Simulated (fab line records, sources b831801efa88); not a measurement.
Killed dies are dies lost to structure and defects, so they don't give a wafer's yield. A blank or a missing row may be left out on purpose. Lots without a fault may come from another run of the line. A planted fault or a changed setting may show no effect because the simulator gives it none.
A struck lot beside a sound one | flow sky130 | 17 steps out of a route of 708
Sound: wafers L594.3, L594.5, L594.6. Struck: wafers L604.1, L604.3, L604.5. The cause comes at the end.
At each step with rows: each side's tool, then ch and its chambers, then its first start. Under that, the readings that differ: sound wafers | struck wafers | difference of the means | sigmas: that difference in standard deviations of wafers without a fault.
alike: readings whose means differ by less than 2 such deviations, and words and numbers that are the same on both sides. not compared: withheld readings, readings that some wafer has no value for, bounds like >300 that may hide the same value, and numbers for which the record gives no deviation and whose values overlap.
The two part at a step that has a row with sigmas, a row that says differs or no value, or rows on one side only. Numbers that don't overlap but have no deviation are shown without sigmas and don't part them. A reading that every wafer of one side lacks parts them only if that side has two wafers or more.

first, 5 steps without rows for these wafers: SKY_SD_N_COAT_02 (resist thk 1140 nm); SKY_SD_N_SOFTBAKE_03 (time 60 s); SKY_SD_N_EXPOSE_04 (exposes mask NSDM, target cd 380 nm); SKY_SD_N_PEB_05; SKY_SD_N_DEVELOP_06 (develop time 60 s).
SKY_SD_N_CD_MEAS_07: target cd 380 nm.
  sound on cd_sem-01, day 31 03:59; struck on cd_sem-02, day 34 05:10
  alike: cd_nm
SKY_SD_N_OVL_MEAS_08:
  sound on overlay-01, day 31 04:05; struck on overlay-01, day 34 05:17
  alike: SD_N_OVL
then, 2 steps without rows for these wafers: SKY_SD_N_IMPLANT_09; SKY_SD_N_IMPLANT_10.
SKY_SD_N_STRIP_11: strips in O2/N2.
  sound on plasma_asher-01 ch 0,1, day 31 04:26; struck on plasma_asher-02 ch 0,1, day 34 05:37
  alike: drypump_motor_current_A, oes_product_au, strip_time_to_endpoint_s
  not compared: rf_hours_counter_h
SKY_SD_N_TW_MEAS_12:
  sound on film_metro-02, day 31 04:32; struck on film_metro-02, day 34 05:43
  alike: SD_N_TW
then, 1 step without rows for these wafers: SKY_SD_N_CLEAN_13 (cleans in SC1/SC2, time 150 s).
SKY_SD_N_RTA_14: time 2 s.
  sound on rtp_anneal-01 ch 0, day 31 04:41; struck on rtp_anneal-01 ch 0, day 34 05:50
  reading          | sound                | struck               | difference | sigmas
  wafer_temp_C_max | 1078.6 1078.4 1077.2 | 1082.5 1083.7 1083.5 | +5.2       | +5
  alike: lamp_power_pct, ramp_down_c_per_s
SKY_SD_N_RS_MEAS_16: measures by four-point-probe.
  sound on film_metro-01, day 31 04:53; struck on film_metro-01, day 34 06:00
  reading          | sound             | struck            | difference | sigmas
  SD_N_RS (ohm/sq) | 68.37 68.37 68.33 | 67.69 67.68 67.59 | -0.70      | -5
SKY_SD_N_RS_MEAS_17: measures by four-point-probe.
  sound on film_metro-01, day 31 05:00; struck on film_metro-01, day 34 06:07
  reading          | sound             | struck            | difference | sigmas
  SD_P_RS (ohm/sq) | 147.0 146.5 146.6 | 142.2 142.3 142.4 | -4.4       | -11
SKY_SD_N_RS_MEAS_18: measures by four-point-probe.
  sound on film_metro-01, day 31 05:07; struck on film_metro-01, day 34 06:14
  alike: RES_XHIGH_RS
-- the record jumps here: 16 days lie between the struck wafers' starts before and after (it left off in module SD_N and takes up again in module PAD_OPEN, whose first step shown is number 708 of the route) --
SKY_PAD_OPEN_PROBE_99:
  sound on prober-01, day 48 10:05; struck on prober-01, day 50 08:17
  reading                              | sound             | struck            | difference | sigmas
  model.etest.res_xhigh_po.line_ohm_um | 5727 5787 5800    | 5413 5572 5564    | -255       |
  model.etest.res_xhigh_po.rs_ohm_sq   | 2035 2055 2015    | 1883 1949 1955    | -106       |
  model.etest.licon_high_po.rc_ohm     | 347.8 349.4 355.3 | 321.5 328.2 324.1 | -26.2      |
  model.etest.res_high_po.rs_ohm_sq    | 262.1 261.2 256.3 | 251.2 254.3 255.3 | -6.3       |
  model.etest.res_pdiff_hv.rs_ohm_sq   | 190.4 191.9 189.3 | 184.4 182.3 183   | -7.3       |
  model.etest.res_pdiff.rs_ohm_sq      | 196.1 196.4 195.6 | 191.4 190.8 189.9 | -5.3       |
  alike: killed_at_M0_to_M3, killed_at_M4_up, killed_at_contacts, killed_at_front_end, killed_at_other, killed_dies, killed_open, killed_short
  not compared: model.etest.res_pdiff.line_ohm_um, model.etest.res_high_po.line_ohm_um

WHERE THEY PART
First at SKY_SD_N_RTA_14; last, within this record, at SKY_SD_N_RS_MEAS_17. Later steps at which nothing parts them and some readings are alike: SKY_SD_N_RS_MEAS_18, SKY_PAD_OPEN_PROBE_99.

WHY: what the simulator had put in
Process parameter drift: rtp_anneal-01, from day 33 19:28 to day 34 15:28, at SKY_SD_N_RTA_14. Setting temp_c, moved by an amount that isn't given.
